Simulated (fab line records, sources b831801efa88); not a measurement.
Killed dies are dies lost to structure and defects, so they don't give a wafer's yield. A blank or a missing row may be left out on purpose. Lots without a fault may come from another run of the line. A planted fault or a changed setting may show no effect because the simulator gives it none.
Tool commonality check | flow gf180mcu | 12 lots, 36 wafers sampled

WHY IT WAS OPENED
At GF_VT_IMPLANT_TW_MEAS_21 the reading VT_IMPLANT_2_TW is flagged on 1 of 12 lots. Wafers without a fault read 1209, standard deviation 5.3.
Rule: a lot is flagged when every wafer of it that has a number lies more than 4 standard deviations from that mean, or none has a number. The other lots count as sound.

lot  | measured     | on            | VT_IMPLANT_2_TW, wafer by wafer | flag
L340 | day 6 03:19  | film_metro-01 | 1205 1200 1210                  |
L341 | day 6 20:55  | film_metro-04 | 1211 1202 1210                  |
L346 | day 7 21:29  | film_metro-04 | 30 30 30                        | FLAGGED
L354 | day 10 03:13 | film_metro-01 | 1207 1207 1207                  |
L355 | day 10 08:24 | film_metro-01 | 1212 1211 1200                  |
L356 | day 10 09:56 | film_metro-04 | 1212 1209 1214                  |
L357 | day 11 01:10 | film_metro-04 | 1202 1202 1208                  |
L358 | day 11 08:29 | film_metro-01 | 1204 1209 1208                  |
L360 | day 11 18:51 | film_metro-03 | 1201 1200 1200                  |
L361 | day 11 23:11 | film_metro-03 | 1202 1198 1206                  |
L362 | day 11 23:29 | film_metro-04 | 1215 1214 1216                  |
L363 | day 12 06:25 | film_metro-01 | 1206 1209 1204                  |
The numbers of the flagged lots are 30 on average: -1179 against the usual, or -99 or more standard deviations.

WHICH TOOL RAN EACH LOT
The record holds 1 process step before the reading, out of a route of 602 steps. In each cell: the tool, then ch and the chambers that the sampled wafers went through, then the start.
lot  | flag    | GF_VT_IMPLANT_EXPOSE_15
L340 |         | iline_stepper-01 ch 0, day 5 20:36
L341 |         | iline_stepper-02 ch 0, day 6 13:40
L346 | FLAGGED | iline_stepper-01 ch 0, day 7 13:38
L354 |         | iline_stepper-01 ch 0, day 9 17:51
L355 |         | iline_stepper-01 ch 0, day 9 23:07
L356 |         | iline_stepper-02 ch 0, day 10 00:49
L357 |         | iline_stepper-01 ch 0, day 10 15:33
L358 |         | iline_stepper-01 ch 0, day 10 23:50
L360 |         | iline_stepper-02 ch 0, day 11 08:50
L361 |         | iline_stepper-01 ch 0, day 11 13:25
L362 |         | iline_stepper-01 ch 0, day 11 14:04
L363 |         | iline_stepper-01 ch 0, day 11 21:22
What these steps do:
- GF_VT_IMPLANT_EXPOSE_15: exposes mask Nwell LV AREA, target cd 860 nm.
- GF_VT_IMPLANT_TW_MEAS_21

FLAGGED OVER TOTAL, TOOL BY TOOL (the gauges that took the reading come last)
step                     | tool             | lots run | flagged | share of the flagged lots | sound lots run after its first flagged lot
GF_VT_IMPLANT_EXPOSE_15  | iline_stepper-01 | 9        | 1       | all                       | 7 (L354,L355,L357,L358,L361,L362,L363)
GF_VT_IMPLANT_EXPOSE_15  | iline_stepper-02 | 3        | 0       | none                      | -
GF_VT_IMPLANT_TW_MEAS_21 | film_metro-01    | 5        | 0       | none                      | -
GF_VT_IMPLANT_TW_MEAS_21 | film_metro-03    | 2        | 0       | none                      | -
GF_VT_IMPLANT_TW_MEAS_21 | film_metro-04    | 5        | 1       | all                       | 3 (L356,L357,L362)

WHAT THE TABLE ALLOWS
2 rows of the table ran every flagged lot: iline_stepper-01 at GF_VT_IMPLANT_EXPOSE_15, film_metro-04 at GF_VT_IMPLANT_TW_MEAS_21.
- iline_stepper-01 at GF_VT_IMPLANT_EXPOSE_15: 1 of its 9 lots flagged. Sound lots ran on it after the first flagged one (L354, L355, L357, L358, L361, L362, L363), which a lasting fault on the whole tool wouldn't allow.
- film_metro-04 at GF_VT_IMPLANT_TW_MEAS_21: 1 of its 5 lots flagged. Sound lots ran on it after the first flagged one (L356, L357, L362), which a lasting fault on the whole tool wouldn't allow.
No row of the table ran every flagged lot and no sound lot after the first.

WHAT THE SIMULATOR HAD PUT IN
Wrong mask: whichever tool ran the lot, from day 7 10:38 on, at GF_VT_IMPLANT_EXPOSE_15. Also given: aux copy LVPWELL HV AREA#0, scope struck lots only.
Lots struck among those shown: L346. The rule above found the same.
